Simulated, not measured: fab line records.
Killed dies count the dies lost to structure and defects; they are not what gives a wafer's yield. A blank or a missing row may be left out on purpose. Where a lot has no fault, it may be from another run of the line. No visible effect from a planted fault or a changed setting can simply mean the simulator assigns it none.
One fault seen from 2 desks | flow sky130 | every desk sees just its own numbers, and what lay behind them comes last

## FOR THE TOOL OWNER'S DESK: cvd_w-02
The tool's own readings at SKY_LI_CONTACT_CVD_21 (deposits W, target thk 400 nm, time 120.56 s): means of the sampled wafers that have a number, for each lot that ran on this tool. Any lot whose mean is over 4 standard deviations away from the usual mean is out of limits and marked OUT; that distance is given in the brackets.
Columns: A = heater_power_w at SKY_LI_CONTACT_CVD_21, usual 819 W; B = susceptor_temp_C at SKY_LI_CONTACT_CVD_21, usual 399.96 C
lot  | first seen here | A   | B
L257 | day 30 14:53    | 834 | 400.26
L258 | day 30 17:46    | 803 | 400.27
L261 | day 31 14:00    | 804 | 399.95
L266 | day 33 08:27    | 873 | 399.87
L277 | day 36 11:23    | 756 | 382.52 (-76) OUT
L279 | day 36 22:56    | 755 | 382.55 (-76) OUT
This desk's verdict: out of limits on L277, L279, starting with L277 at day 36 11:23 (susceptor_temp_C at SKY_LI_CONTACT_CVD_21). In limits: L257, L258, L261, L266.

## METROLOGY DESK
What the gauges read for every lot (on any tool): the sampled wafers with a number, averaged. Any lot whose mean is over 4 standard deviations away from the usual mean is out of limits and marked OUT; that distance is given in the brackets.
Columns: A = cd_nm at SKY_POLY_CUT_CD_MEAS_08, usual 270.3 nm; B = LI_CONTACT_W_RS at SKY_LI_CONTACT_RS_MEAS_22, usual 0.287 ohm/sq; C = LI_CONTACT_W_THK at SKY_LI_CONTACT_THK_MEAS_23, usual 409 nm; D = CONTACT_W_THK at SKY_CONTACT_THK_MEAS_26, usual 353 nm
lot  | first seen here | A     | B               | C             | D
L257 | day 25 16:03    | 269.3 | 0.289           | 409           | 344
L258 | day 25 19:36    | 270.3 | 0.285           | 421           | 352
L261 | day 26 17:43    | 270.4 | 0.286           | 415           | 360
L263 | day 27 12:33    | 272.5 | 0.287           | 411           | 359
L264 | day 27 18:04    | 269.7 | 0.283           | 423           | 342
L266 | day 28 13:13    | 270.2 | 0.291           | 405           | 342
L267 | day 28 23:41    | 269.0 | 0.286           | 410           | 357
L269 | day 29 20:23    | 271.6 | 0.286           | 416           | 353
L275 | day 31 11:02    | 270.6 | 0.287           | 402           | 351
L277 | day 31 17:56    | 269.3 | 0.400 (+35) OUT | 292 (-14) OUT | 349
L279 | day 32 07:37    | 272.0 | 0.393 (+33) OUT | 303 (-13) OUT | 361
This desk's finding: out of limits on L277, L279; first on L277, day 36 11:32 (LI_CONTACT_W_RS at SKY_LI_CONTACT_RS_MEAS_22). In limits: L257, L258, L261, L263, L264, L266, L267, L269, L275.

## ALL TOGETHER
At day 36 11:23, on L277, L279, the tool owner's desk was in a position to raise an alarm.
At day 36 11:32 the metrology desk could have sounded an alarm, on L277, L279.
The lots listed all ran SKY_LI_CONTACT_CVD_21 on cvd_w-02.

## WHAT WAS PUT IN BY THE SIMULATOR
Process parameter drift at SKY_LI_CONTACT_CVD_21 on cvd_w-02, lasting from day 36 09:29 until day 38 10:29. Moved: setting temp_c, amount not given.
Struck lots among those shown: L277, L279.
Fault start to first reading out of limits, in hours, per desk: tool owner, 2; metrology, 2.
